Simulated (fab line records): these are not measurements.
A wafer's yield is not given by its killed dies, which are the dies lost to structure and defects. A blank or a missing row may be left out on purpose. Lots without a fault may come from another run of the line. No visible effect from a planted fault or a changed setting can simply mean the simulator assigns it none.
Problem report, 8D (eight disciplines) form, completed by code / flow sky130 / the parts of the form that need people (team, actions taken, sign-off) are left out

== 1. THE PROBLEM ==
Wafers without a fault read 363 s, standard deviation 3.1; run_length_s at SKY_GATE_OXIDE_WET_ETCH_12 reads a mean of 195 s on 6 wafers belonging to 2 lots. That puts it -54 standard deviations away from the usual mean.
The step: etches SiO2 in dHF, target depth 16.8 nm, time 336 s.
Seen first at day 20 20:41 on wet_bench-01, wafer L758.1. The record has a number at this step for 42 wafers belonging to 14 lots. The rule behind "out" and "out of limits": a value lying over 4 standard deviations away from the usual mean. All remaining wafers that have a number are taken as sound.

== 2. WHAT IT IS AND WHAT IT IS NOT ==
question=which readings at this step | is=run_length_s | is not=-
question=which lots | is=L758, L761 | is not=L739, L741, L743, L744, L745, L746, L747, L750, L752, L754, L757, L762
question=which wafers of those lots | is=all that have a number | is not=-
question=read on which tools | is=wet_bench-01 | is not=wet_bench-02, wet_bench-03
question=when | is=from day 20 20:41 | is not=up to then (33 sound wafers); but 3 sound wafers of L762 came after

== 3. THE SUSPECTS, EACH WITH WHAT RULES IT OUT ==
Counting: any tool at a process step up to the reading is kept as a suspect provided that every lot that is out went through it and no sound lot did after the first of them.
- wet_bench-01 at SKY_GATE_OXIDE_WET_ETCH_12 (etches SiO2 in dHF, target depth 16.8 nm, time 336 s): kept. Every lot that is out went through it, starting with L758 (day 20 20:41), and after that it ran no sound lot; the last sound lot it ran before then is L752 (day 18 06:03). Its own run_length_s readings are out on those wafers.
Left after counting: wet_bench-01 at SKY_GATE_OXIDE_WET_ETCH_12.

== 4. THE CAUSE (what the simulator had put in) ==
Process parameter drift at SKY_GATE_OXIDE_WET_ETCH_12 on wet_bench-01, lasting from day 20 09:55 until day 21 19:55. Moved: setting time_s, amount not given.
After counting, this tool was the only one left.

== 5. THE CHAIN OF EFFECTS, in route order ==
One row per reading whose mean, taken over the struck wafers that have a number, lies over 3 standard deviations from the usual. Only readings for which the record gives a usual standard deviation are gone through. hours: the time from each lot's start at the first step in this table that gives one to its start at this step, as a median over the lots. sigmas: the change in usual standard deviations.
hours=0; step=SKY_GATE_OXIDE_WET_ETCH_12; reading=run_length_s; usual=363 s; on struck wafers=195; change=-168; sigmas=-54
hours=703; step=SKY_PAD_OPEN_PROBE_99; reading=killed_at_front_end; usual=14; on struck wafers=419; change=+405; sigmas=+84
hours=703; step=SKY_PAD_OPEN_PROBE_99; reading=killed_dies; usual=84; on struck wafers=492; change=+408; sigmas=+45
hours=703; step=SKY_PAD_OPEN_PROBE_99; reading=killed_on_rim; usual=16; on struck wafers=96; change=+80; sigmas=+24
Process steps it contains:
- SKY_GATE_OXIDE_WET_ETCH_12: etches SiO2 in dHF, target depth 16.8 nm, time 336 s.
- SKY_PAD_OPEN_PROBE_99

== 6. HOW IT WOULD HAVE BEEN CAUGHT EARLIER ==
In this record no reading fell out of limits until day 20 20:41, 11 hours after the fault had begun at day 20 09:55.
